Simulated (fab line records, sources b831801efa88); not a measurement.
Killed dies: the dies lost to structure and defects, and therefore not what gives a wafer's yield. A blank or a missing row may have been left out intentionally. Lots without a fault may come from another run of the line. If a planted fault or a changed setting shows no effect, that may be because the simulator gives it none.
fab line records    flow sky130
[record] lots = 12  wafers = 36  last_day = 50
route steps=708 shown CAP2M@606 METAL4@634 VIA4@639 PAD_OPEN@708
lots that met no fault: taken from a fault-free run of the same line
start_h: hours from the record's first day to the start of the lot's first wafer shown    wait_h: hours elapsed since this lot's preceding step    " as in the row above    L1.1+2: several wafers, shown together as one row    - no value, or no start given    * or withheld: withheld    < > ~ a bound
route shown NAME@n: names a module that has steps shown in the file, with the first one's number in the route    usual: mean and standard deviation over wafers with no fault    same: alike in all rows    chamber/n: place in a boat    sites: per-site readings    _std_site: standard deviation of those values    _edge_site: mean of outer sites minus mean of inner sites    radius_mm: how far each site lies from the wafer's centre    mask NAME#n: copy n    behind: the last tool/chamber to shape the wafer    hold: cause of the lot's hold/its duration in hours/its outcome    device: the transistor (n, p or np) that didn't switch    end of line: tests run on the same wafers once the route is complete    a step with no rows: only its recipe    killed: dies lost to structure and defects at the first sort, not the wafer's yield    map: shows each die of a wafer: x if killed, . if not, _ if none is there
set.NAME: the setting as run; set.NAME@STEP: as run at that earlier step    model.NAME: the simulator's own value behind a step, which no gauge read
a sample of lots followed through the steps of the route, with each step as a table and each wafer as a row
services: the hour from which a tool's chamber was out of use, counted from the record's first day as start_h (under 0 if before that day), plus the number of hours and why
[[steps]]
[step SKY_CAP2M_RS_MEAS_03]
[recipe] thk_meas_gauge = four-point-probe  reads = TiN_of_CAP2M_SPUTTER_02
[usual] CAP2M_TIN_RS = 6.88/0.072
lot.wafer  tool           chamber  start_h  wait_h  CAP2M_TIN_RS[ohm/sq]
L550.1     film_metro-04  -        917.59   0.1     6.90
L550.2     "              -        "        "       6.88
L550.5     "              -        "        "       6.93
L551.2     film_metro-01  -        929.75   0.1     6.92
L551.3     "              -        "        "       7.02
L551.5     "              -        "        "       6.92
L552.2     film_metro-03  -        940.74   0.1     7.00
L552.4     "              -        "        "       6.94
L552.6     "              -        "        "       6.98
L553.1     film_metro-04  -        944.75   0.1     6.91
L553.2     "              -        "        "       6.86
L553.3     "              -        "        "       6.87
L555.2     film_metro-04  -        957.72   0.1     6.89
L555.4     "              -        "        "       6.95
L555.5     "              -        "        "       6.84
L556.2     film_metro-04  -        966.36   0.1     6.91
L556.3     "              -        "        "       6.98
L556.4     "              -        "        "       6.86
L558.1     film_metro-03  -        979.58   0.1     6.94
L558.2     "              -        "        "       6.88
L558.5     "              -        "        "       6.91
L559.1     film_metro-03  -        984.97   0.1     6.76
L559.2     "              -        "        "       6.78
L559.4     "              -        "        "       6.79
L561.1     film_metro-03  -        1005.30  0.1     6.99
L561.4     "              -        "        "       6.87
L561.5     "              -        "        "       6.95
L562.2     film_metro-04  -        1010.64  0.1     6.89
L562.5     "              -        "        "       6.77
L562.6     "              -        "        "       6.88
L565.2     film_metro-01  -        1025.66  0.1     6.92
L565.4     "              -        "        "       6.77
L565.6     "              -        "        "       6.82
L573.1     film_metro-04  -        1082.22  0.1     6.92
L573.4     "              -        "        "       6.87
L573.6     "              -        "        "       6.94
[step SKY_METAL4_METAL_ETCH_18]
[recipe] target_depth_a = 8450  stop_on = SiO2  over_etch_frac = 0.3  time_s = 183.1  chemistry = Cl2/BCl3  resist_sidewall_deg = 88  pressure_mtorr = 10  icp_w = 900  bias_w = 48.5  Cl2_flow_sccm = 60  bcl3_flow_sccm = 30
[usual] drypump_motor_current_A = 5.6/0.47  oes_product_au = 0.865/0.006  throttle_valve_pct = 22.266/0.0093
[same] time_s = 183.1
lot.wafer  tool          chamber  start_h  wait_h  drypump_motor_current_A  oes_product_au  rf_hours_counter_h  throttle_valve_pct
L550.1     rie_metal-02  1        966.79   0.0     4.8                      0.861           3                   22.263
L550.2     "             0        "        "       5.2                      0.864           14                  22.263
L550.5     "             1        "        "       4.8                      0.860           -                   22.268
L551.2     rie_metal-04  1        978.64   0.0     6.0                      0.867           14                  22.289
L551.3     "             0        "        "       5.4                      0.868           -                   22.269
L551.5     "             1        "        "       6.0                      0.870           -                   22.270
L552.2     rie_metal-01  1        989.12   0.0     5.9                      0.869           7                   22.265
L552.4     "             1        "        "       6.0                      0.871           -                   22.261
L552.6     "             0        "        "       6.1                      0.876           -                   22.259
L553.1     rie_metal-01  1        992.34   0.0     6.0                      0.858           7                   22.262
L553.2     "             0        "        "       6.1                      0.868           17                  22.271
L553.3     "             1        "        "       6.0                      0.876           -                   22.261
L555.2     rie_metal-01  0        1004.83  0.0     6.1                      0.869           18                  22.273
L555.4     "             1        "        "       5.9                      0.865           -                   22.259
L555.5     "             0        "        "       6.1                      0.866           -                   22.273
L556.2     rie_metal-04  0        1014.43  0.0     5.4                      0.861           13                  22.270
L556.3     "             0        "        "       5.4                      0.867           -                   22.272
L556.4     "             1        "        "       6.0                      0.856           -                   22.284
L558.1     rie_metal-01  1        1027.94  0.0     6.0                      0.859           9                   22.261
L558.2     "             0        "        "       6.0                      0.861           19                  22.251
L558.5     "             0        "        "       6.1                      0.864           -                   22.260
L559.1     rie_metal-04  1        1032.82  0.0     6.0                      0.869           17                  22.254
L559.2     "             0        "        "       5.4                      0.875           14                  22.262
L559.4     "             0        "        "       5.4                      0.871           -                   22.257
L561.1     rie_metal-01  1        1051.82  0.0     5.9                      0.871           11                  22.267
L561.4     "             1        "        "       5.9                      0.872           -                   22.283
L561.5     "             0        "        "       6.1                      0.866           -                   22.253
L562.2     rie_metal-02  1        1056.92  0.0     4.8                      0.869           8                   22.269
L562.5     "             1        "        "       4.8                      0.870           -                   22.257
L562.6     "             0        "        "       5.2                      0.865           -                   22.268
L565.2     rie_metal-01  0        1069.98  0.0     6.1                      0.861           22                  22.266
L565.4     "             0        "        "       6.1                      0.858           -                   22.264
L565.6     "             1        "        "       6.0                      0.866           -                   22.277
L573.1     rie_metal-02  1        1123.00  0.0     4.8                      0.870           12                  22.277
L573.4     "             0        "        "       5.2                      0.865           -                   22.256
L573.6     "             0        "        "       5.2                      0.874           -                   22.259
[step SKY_VIA4_HDPCVD_00]
[recipe] material = SiO2  target_thk_nm = 1750  sigma_open_frac = 0.3  time_s = 291.7  temp_c = 400  sih4_flow_sccm = 60  pressure_mtorr = 6
[usual] run_length_s = 319.6/0.43
lot.wafer  tool       chamber  start_h  wait_h  run_length_s
L550.1     hdpcvd-01  2        967.64   0.0     319.9
L550.2     "          0        "        "       319.3
L550.5     "          1        "        "       319.9
L551.2     hdpcvd-02  0        979.42   0.0     319.5
L551.3     "          1        "        "       318.8
L551.5     "          2        "        "       319.5
L552.2     hdpcvd-01  1        989.90   0.0     319.0
L552.4     "          0        "        "       319.7
L552.6     "          1        "        "       319.9
L553.1     hdpcvd-02  2        993.11   0.0     320.2
L553.2     "          0        "        "       319.1
L553.3     "          1        "        "       319.2
L555.2     hdpcvd-01  2        1005.64  0.0     320.0
L555.4     "          2        "        "       319.9
L555.5     "          1        "        "       319.3
L556.2     hdpcvd-02  1        1015.27  0.0     318.9
L556.3     "          2        "        "       319.6
L556.4     "          0        "        "       319.4
L558.1     hdpcvd-02  1        1028.76  0.0     319.1
L558.2     "          0        "        "       319.7
L558.5     "          2        "        "       319.8
L559.1     hdpcvd-01  0        1033.63  0.0     320.1
L559.2     "          1        "        "       319.7
L559.4     "          0        "        "       319.1
L561.1     hdpcvd-02  1        1052.63  0.0     319.7
L561.4     "          0        "        "       319.3
L561.5     "          2        "        "       319.8
L562.2     hdpcvd-01  1        1057.69  0.0     319.0
L562.5     "          1        "        "       319.0
L562.6     "          0        "        "       426.7
L565.2     hdpcvd-01  0        1071.30  0.0     427.1
L565.4     "          1        "        "       319.0
L565.6     "          2        "        "       320.2
L573.1     hdpcvd-01  0        1123.82  0.0     319.7
L573.4     "          2        "        "       319.8
L573.6     "          0        "        "       319.7
[step SKY_VIA4_THK_MEAS_01]
[recipe] reads = SiO2_of_VIA4_HDPCVD_00
[usual] VIA4_HDPCVD_THK = 1751/22
lot.wafer  tool           chamber  start_h  wait_h  VIA4_HDPCVD_THK[nm]
L550.1     film_metro-03  -        967.82   0.1     1727
L550.2     "              -        "        "       1747
L550.5     "              -        "        "       1718
L551.2     film_metro-04  -        979.61   0.1     1779
L551.3     "              -        "        "       1739
L551.5     "              -        "        "       1750
L552.2     film_metro-03  -        990.09   0.1     1732
L552.4     "              -        "        "       1778
L552.6     "              -        "        "       1711
L553.1     film_metro-03  -        993.29   0.1     1788
L553.2     "              -        "        "       1781
L553.3     "              -        "        "       1763
L555.2     film_metro-03  -        1005.83  0.1     1740
L555.4     "              -        "        "       1767
L555.5     "              -        "        "       1769
L556.2     film_metro-04  -        1015.46  0.1     1745
L556.3     "              -        "        "       1769
L556.4     "              -        "        "       1733
L558.1     film_metro-02  -        1028.94  0.1     1719
L558.2     "              -        "        "       1721
L558.5     "              -        "        "       1752
L559.1     film_metro-04  -        1033.81  0.1     1779
L559.2     "              -        "        "       1734
L559.4     "              -        "        "       1777
L561.1     film_metro-03  -        1052.81  0.1     1746
L561.4     "              -        "        "       1766
L561.5     "              -        "        "       1756
L562.2     film_metro-03  -        1057.88  0.1     1710
L562.5     "              -        "        "       1713
L562.6     "              -        "        "       2375
L565.2     film_metro-02  -        1071.49  0.1     2414
L565.4     "              -        "        "       1732
L565.6     "              -        "        "       1749
L573.1     film_metro-04  -        1124.00  0.1     1783
L573.4     "              -        "        "       1765
L573.6     "              -        "        "       1780
[step SKY_VIA4_BOW_MEAS_03]
[recipe] mode = bow
[usual] VIA4_BOW = 80/7.4
lot.wafer  tool           chamber  start_h  wait_h  VIA4_BOW[um]
L550.1     film_metro-02  -        968.18   0.1     76
L550.2     "              -        "        "       69
L550.5     "              -        "        "       82
L551.2     film_metro-02  -        979.98   0.1     90
L551.3     "              -        "        "       83
L551.5     "              -        "        "       91
L552.2     film_metro-03  -        990.46   0.2     87
L552.4     "              -        "        "       70
L552.6     "              -        "        "       74
L553.1     film_metro-04  -        993.65   0.1     77
L553.2     "              -        "        "       76
L553.3     "              -        "        "       86
L555.2     film_metro-04  -        1006.20  0.1     72
L555.4     "              -        "        "       77
L555.5     "              -        "        "       75
L556.2     film_metro-03  -        1015.83  0.2     71
L556.3     "              -        "        "       91
L556.4     "              -        "        "       74
L558.1     film_metro-04  -        1029.30  0.1     78
L558.2     "              -        "        "       90
L558.5     "              -        "        "       83
L559.1     film_metro-04  -        1034.17  0.2     66
L559.2     "              -        "        "       67
L559.4     "              -        "        "       85
L561.1     film_metro-04  -        1053.17  0.2     80
L561.4     "              -        "        "       89
L561.5     "              -        "        "       76
L562.2     film_metro-03  -        1058.25  0.3     88
L562.5     "              -        "        "       79
L562.6     "              -        "        "       86
L565.2     film_metro-03  -        1071.86  0.3     85
L565.4     "              -        "        "       82
L565.6     "              -        "        "       81
L573.1     film_metro-02  -        1124.36  0.1     72
L573.4     "              -        "        "       72
L573.6     "              -        "        "       84
[step SKY_PAD_OPEN_PROBE_99]
[usual] defect_limited_yield = 82.2/1.9  killed_at_M0_to_M3 = 44/7.2  killed_at_M4_up = 3.0/1.9  killed_at_contacts = 25/4.8  killed_at_front_end = 16/4.2  killed_at_other = 0.2/0.44  killed_dies = 88/9.3  killed_open = 48/7.1  killed_short = 40/6.5  sort_bin_3_pad_short = 0.9/0.4  sort_bin_5_function = 10.5/1.5  sort_bin_6_memory = 6.5/0.98  sort_n_pass = 404/9.3  sort_yield_pct = 82.2/1.9
[same] gross_dies = 492  killed_at_back_side = 0  sort_bin_4_leakage[%] = 0  sort_bin_8_speed[%] = 0
lot.wafer  tool       chamber  start_h  wait_h  defect_limited_yield[%]  killed_at_M0_to_M3  killed_at_M4_up  killed_at_contacts  killed_at_front_end  killed_at_other  killed_dies  killed_open  killed_short  sort_bin_3_pad_short[%]  sort_bin_5_function[%]  sort_bin_6_memory[%]  sort_n_pass  sort_yield_pct[%]
L562.2     prober-02  -        1143.45  0.1     78.9                     58                  4                27                  15                   0                104          53           51            1.2                      13.2                    6.7                   388          78.9
L562.5     prober-02  -        1143.60  0.2     80.3                     48                  5                27                  17                   0                97           55           42            1.2                      12.0                    6.5                   395          80.3
L562.6     prober-02  -        1143.65  0.2     83.7                     42                  1                25                  12                   0                80           45           35            0.8                      11.6                    3.9                   412          83.7
L565.2     prober-01  -        1154.15  0.1     82.7                     43                  2                24                  16                   0                85           45           40            0.8                      11.0                    5.5                   407          82.7
L565.4     prober-01  -        1154.25  0.2     80.7                     45                  1                27                  22                   0                95           44           51            0.8                      11.4                    7.1                   397          80.7
L565.6     prober-01  -        1154.35  0.2     83.1                     36                  3                23                  21                   0                83           44           39            0.6                      11.0                    5.3                   409          83.1
// killed by level:class
L562.2 VIA1:geometric_particle:open=12 VIA3:geometric_particle:open=10 VIA2:geometric_particle:open=9 CONTACT:geometric_particle:open=8 LOCAL_INTERCONNECT:geometric_particle:short=6 CONTACT:geometric_particle:short=6 VIA2:geometric_particle:short=6 FIELD_ISO:geometric_particle:short=5
L562.5 CONTACT:geometric_particle:open=14 VIA1:geometric_particle:open=10 VIA2:geometric_particle:open=8 VIA3:geometric_particle:open=7 METAL1:geometric_particle:short=6 LI_CONTACT:geometric_particle:short=5 VIA3:geometric_particle:short=5 VIA1:geometric_particle:short=4
L562.6 LI_CONTACT:geometric_particle:open=10 VIA1:geometric_particle:open=10 CONTACT:geometric_particle:open=9 VIA3:geometric_particle:open=7 METAL1:geometric_particle:short=5 METAL2:geometric_particle:short=5 POLY_GATE:geometric_particle:short=3 VIA2:geometric_particle:open=3
L565.2 VIA3:geometric_particle:open=12 CONTACT:geometric_particle:open=8 LOCAL_INTERCONNECT:geometric_particle:short=7 VIA1:geometric_particle:short=5 VIA1:geometric_particle:open=5 VIA2:geometric_particle:open=5 FIELD_ISO:geometric_particle:short=4 FIELD_ISO:geometric_particle:open=3
L565.4 CONTACT:geometric_particle:short=8 LOCAL_INTERCONNECT:geometric_particle:short=8 VIA1:geometric_particle:open=8 CONTACT:geometric_particle:open=7 POLY_GATE:geometric_particle:open=6 VIA3:geometric_particle:open=6 FIELD_ISO:geometric_particle:open=5 METAL2:geometric_particle:short=5
L565.6 VIA1:geometric_particle:open=11 LI_CONTACT:geometric_particle:open=6 CONTACT:geometric_particle:open=6 METAL1:geometric_particle:short=6 METAL2:geometric_particle:short=5 FIELD_ISO:geometric_particle:open=5 LI_CONTACT:geometric_particle:short=5 VIA2:geometric_particle:short=5
[[services]]
tool          chamber  start_h  hours  kind
rie_metal-02  -        946.12   0.6    repair
hdpcvd-01     -        950.25   15.0   pm
hdpcvd-01     0        950.25   15.0   vent_cycle
hdpcvd-01     1        950.25   15.0   vent_cycle
hdpcvd-01     2        950.25   15.0   vent_cycle
hdpcvd-01     0        965.25   -      clean
hdpcvd-01     1        965.25   -      clean
hdpcvd-01     2        965.25   -      clean
hdpcvd-02     -        965.25   2.8    pm
rie_metal-02  -        976.11   0.2    repair
rie_metal-04  -        1003.30  1.2    repair
hdpcvd-02     2        1006.11  5.4    repair
rie_metal-01  1        1114.29  13.1   repair
[[key]]
[first_sign] step = SKY_VIA4_HDPCVD_00  reading = run_length_s  direction = up  sigmas = 99+  usual = *  struck = *
[effect] step = SKY_VIA4_THK_MEAS_01  reading = VIA4_HDPCVD_THK  direction = up  sigmas = 29  usual = 1751  struck = 2394
met_at SKY_VIA4_HDPCVD_00
struck_lots L562,L565
struck_wafers L562.6,L565.2
not_acting_at SKY_CAP2M_RS_MEAS_03,SKY_METAL4_METAL_ETCH_18,SKY_VIA4_BOW_MEAS_03
onset_between 1033.63 1057.69
[fault] kind = process_parameter_drift  tool = hdpcvd-01  chamber = 0  onset_h = 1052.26  steps = SKY_VIA4_HDPCVD_00  channel = time_s  offset = *  shape = step  end_h = 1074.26  acts_in = *  stated = *
